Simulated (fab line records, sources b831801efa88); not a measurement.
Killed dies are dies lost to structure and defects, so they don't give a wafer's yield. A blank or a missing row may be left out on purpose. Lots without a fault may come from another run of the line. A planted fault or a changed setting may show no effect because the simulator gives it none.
Tool commonality check | flow sky130 | 11 lots, 33 wafers sampled

WHY IT WAS OPENED
At SKY_CAP2M_THK_MEAS_01 the reading CAP2M_CVD_00_THK is flagged on 2 of 11 lots. Wafers without a fault read 15.50 nm, standard deviation 0.27.
Rule: a lot is flagged when every wafer of it that has a number lies more than 4 standard deviations from that mean, or none has a number. The other lots count as sound.

lot  | measured     | on            | CAP2M_CVD_00_THK (nm), wafer by wafer | flag
L872 | day 40 11:43 | film_metro-02 | 16.10 15.81 16.19                     |
L873 | day 40 16:12 | film_metro-02 | 15.56 15.60 15.83                     |
L874 | day 40 16:34 | film_metro-01 | 16.01 15.94 15.95                     |
L875 | day 40 23:25 | film_metro-04 | 15.29 15.47 15.21                     |
L877 | day 41 21:27 | film_metro-04 | 15.20 15.57 15.40                     |
L879 | day 42 11:59 | film_metro-01 | 15.64 15.38 15.30                     |
L880 | day 42 13:41 | film_metro-01 | 15.42 15.84 15.62                     |
L881 | day 42 23:46 | film_metro-01 | 15.32 15.46 15.11                     |
L884 | day 43 14:23 | film_metro-02 | 10.95 10.77 11.05                     | FLAGGED
L886 | day 44 09:26 | film_metro-04 | 11.17 11.33 11.18                     | FLAGGED
L894 | day 46 04:29 | film_metro-04 | 15.36 15.27 15.88                     |
The numbers of the flagged lots are 11.07 nm on average: -4.43 nm against the usual, or -16 standard deviations.

WHICH TOOL RAN EACH LOT
The record holds 2 process steps before the reading, out of a route of 708 steps. In each cell: the tool, then ch and the chambers that the sampled wafers went through, then the start.
lot  | flag    | SKY_METAL4_SPUTTER_02        | SKY_CAP2M_CVD_00
L872 |         | pvd_sputter-04, day 40 11:34 | pecvd-04 ch 0,1, day 40 11:40
L873 |         | pvd_sputter-04, day 40 16:04 | pecvd-03 ch 0,1, day 40 16:10
L874 |         | pvd_sputter-01, day 40 16:23 | pecvd-04 ch 0,1,2, day 40 16:29
L875 |         | pvd_sputter-04, day 40 23:15 | pecvd-02 ch 0,1, day 40 23:22
L877 |         | pvd_sputter-04, day 41 21:19 | pecvd-02 ch 0,1,2, day 41 21:25
L879 |         | pvd_sputter-03, day 42 11:51 | pecvd-04 ch 0,1,2, day 42 11:57
L880 |         | pvd_sputter-03, day 42 13:31 | pecvd-03 ch 0, day 42 13:37
L881 |         | pvd_sputter-04, day 42 23:38 | pecvd-02 ch 0,1, day 42 23:44
L884 | FLAGGED | pvd_sputter-04, day 43 14:14 | pecvd-02 ch 0,1, day 43 14:21
L886 | FLAGGED | pvd_sputter-03, day 44 09:19 | pecvd-02 ch 0,2, day 44 09:25
L894 |         | pvd_sputter-04, day 46 04:21 | pecvd-04 ch 0,1,2, day 46 04:28
What these steps do:
- SKY_METAL4_SPUTTER_02: material AlCu, target thk 735 nm, time 39.1 s.
- SKY_CAP2M_CVD_00: deposits SiO2, target thk 15.5 nm.
- SKY_CAP2M_THK_MEAS_01

FLAGGED OVER TOTAL, TOOL BY TOOL (the gauges that took the reading come last)
step                  | tool           | lots run | flagged | share of the flagged lots | sound lots run after its first flagged lot
SKY_METAL4_SPUTTER_02 | pvd_sputter-01 | 1        | 0       | none                      | -
SKY_METAL4_SPUTTER_02 | pvd_sputter-03 | 3        | 1       | some                      | 0
SKY_METAL4_SPUTTER_02 | pvd_sputter-04 | 7        | 1       | some                      | 1 (L894)
SKY_CAP2M_CVD_00      | pecvd-02       | 5        | 2       | all                       | 0
SKY_CAP2M_CVD_00      | pecvd-03       | 2        | 0       | none                      | -
SKY_CAP2M_CVD_00      | pecvd-04       | 4        | 0       | none                      | -
SKY_CAP2M_THK_MEAS_01 | film_metro-01  | 4        | 0       | none                      | -
SKY_CAP2M_THK_MEAS_01 | film_metro-02  | 3        | 1       | some                      | 0
SKY_CAP2M_THK_MEAS_01 | film_metro-04  | 4        | 1       | some                      | 1 (L894)

WHAT THE TABLE ALLOWS
1 row of the table ran every flagged lot: pecvd-02 at SKY_CAP2M_CVD_00.
- pecvd-02 at SKY_CAP2M_CVD_00: 2 of its 5 lots flagged. Its last sound lot is L881 (day 42 23:44), its first flagged lot L884 (day 43 14:21): a fault that began between those two fits.
One tool is left: pecvd-02 at SKY_CAP2M_CVD_00.

WHAT THE SIMULATOR HAD PUT IN
Process parameter drift: pecvd-02, from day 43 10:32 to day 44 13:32, at SKY_CAP2M_CVD_00. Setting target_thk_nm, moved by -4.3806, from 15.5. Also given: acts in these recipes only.
Lots struck among those shown: L884, L886. The rule above found the same.
